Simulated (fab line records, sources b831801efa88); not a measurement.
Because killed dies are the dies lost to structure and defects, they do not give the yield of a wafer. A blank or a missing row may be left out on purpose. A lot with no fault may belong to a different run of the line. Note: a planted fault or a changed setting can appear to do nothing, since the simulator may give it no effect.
Which tool was responsible?	flow sky130	12 lots, 35 wafers sampled, at 3 steps of a route of 708

## WHAT EACH GAUGE READ, for each wafer
SKY_VIA2_OVL_MEAS_13.
lot	measured	on	VIA2_OVL (nm)
L565	day 36 23:02	overlay-02	10 3 1
L566	day 37 10:50	overlay-02	2 -3 5
L569	day 38 01:56	overlay-01	4 9 1
L571	day 38 18:09	overlay-02	4 4 2
L572	day 39 00:14	overlay-01	-6 0 -3
L574	day 39 03:52	overlay-01	0 -3 1
L575	day 40 09:07	overlay-02	1 9 4
L577	day 40 09:28	overlay-01	3 2 1
L576	day 40 10:14	overlay-02	9 1 11
L578	day 40 16:04	overlay-02	10 10 8
L583	day 41 15:52	overlay-01	-4 -5
L588	day 43 00:58	overlay-01	0 7 -7

## WHAT TOOL EACH LOT RAN ON (gives the tool, then ch and the chambers of the sampled wafers, and finally the start)
lot	SKY_METAL2_SPUTTER_00	SKY_METAL2_SPUTTER_02
L565	pvd-sputter-04, day 34 16:45	pvd-sputter-04, day 34 16:48
L566	pvd-sputter-01, day 35 03:30	pvd-sputter-01, day 35 03:33
L569	pvd-sputter-02, day 35 21:28	pvd-sputter-02, day 35 21:31
L571	pvd-sputter-02, day 36 12:51	pvd-sputter-02, day 36 12:54
L572	pvd-sputter-04, day 36 19:08	pvd-sputter-04, day 36 19:11
L574	pvd-sputter-01, day 36 23:39	pvd-sputter-01, day 36 23:42
L575	pvd-sputter-02, day 38 05:18	pvd-sputter-02, day 38 05:21
L577	pvd-sputter-01, day 38 06:44	pvd-sputter-01, day 38 06:47
L576	pvd-sputter-02, day 38 07:21	pvd-sputter-02, day 38 07:24
L578	pvd-sputter-01, day 38 13:42	pvd-sputter-01, day 38 13:45
L583	pvd-sputter-04, day 39 13:23	pvd-sputter-04, day 39 13:26
L588	pvd-sputter-01, day 41 00:25	pvd-sputter-01, day 41 00:28
- SKY_METAL2_SPUTTER_00: material Ti, target thk 15 nm, time 10 s.
- SKY_METAL2_SPUTTER_02: material AlCu, target thk 250 nm, time 13.3 s.

## AS READ BY THE TOOLS THEMSELVES (means over the sampled wafers that have a number; for cases with no such wafer, the mark the record gives instead)
SKY_METAL2_SPUTTER_00.
lot	tool	throttle-valve-pct (%)
L565	pvd-sputter-04	29.9
L566	pvd-sputter-01	29.6
L569	pvd-sputter-02	29.9
L571	pvd-sputter-02	29.4
L572	pvd-sputter-04	30.0
L574	pvd-sputter-01	29.7
L575	pvd-sputter-02	29.6
L577	pvd-sputter-01	29.2
L576	pvd-sputter-02	30.1
L578	pvd-sputter-01	29.6
L583	pvd-sputter-04	30.4
L588	pvd-sputter-01	29.2

SKY_METAL2_SPUTTER_02.
lot	tool	throttle-valve-pct (%)
L565	pvd-sputter-04	29.8
L566	pvd-sputter-01	29.6
L569	pvd-sputter-02	29.7
L571	pvd-sputter-02	29.5
L572	pvd-sputter-04	30.0
L574	pvd-sputter-01	29.7
L575	pvd-sputter-02	29.6
L577	pvd-sputter-01	29.0
L576	pvd-sputter-02	30.2
L578	pvd-sputter-01	29.8
L583	pvd-sputter-04	30.4
L588	pvd-sputter-01	29.1

## THE ANSWER, worked out from the rows above alone
Rule: what is usual is taken from the lots themselves. Put in order of their means at a reading, lots are off if they are a third of the lots or fewer, leave a main group of 4 or more, and stand apart from it by a gap of 3 or more times the standard deviation of the main group's means; of several such gaps the widest counts. Not used: any main group whose means are identical at the precision the tables above print for the reading. A lot without any number at a reading at which 4 lots or more have one is off too. All remaining lots with rows at the step are treated as sound. Order of review: gauges by route order, followed by the tools' own readings, for which a lot's mean as printed above is used. At the first step where some lot is off, the reading lying furthest off is the one used; lots without a number count as furthest.
None of the lots is off at any reading shown; this tells nothing.

## WHAT THE SIMULATOR HAD INSERTED
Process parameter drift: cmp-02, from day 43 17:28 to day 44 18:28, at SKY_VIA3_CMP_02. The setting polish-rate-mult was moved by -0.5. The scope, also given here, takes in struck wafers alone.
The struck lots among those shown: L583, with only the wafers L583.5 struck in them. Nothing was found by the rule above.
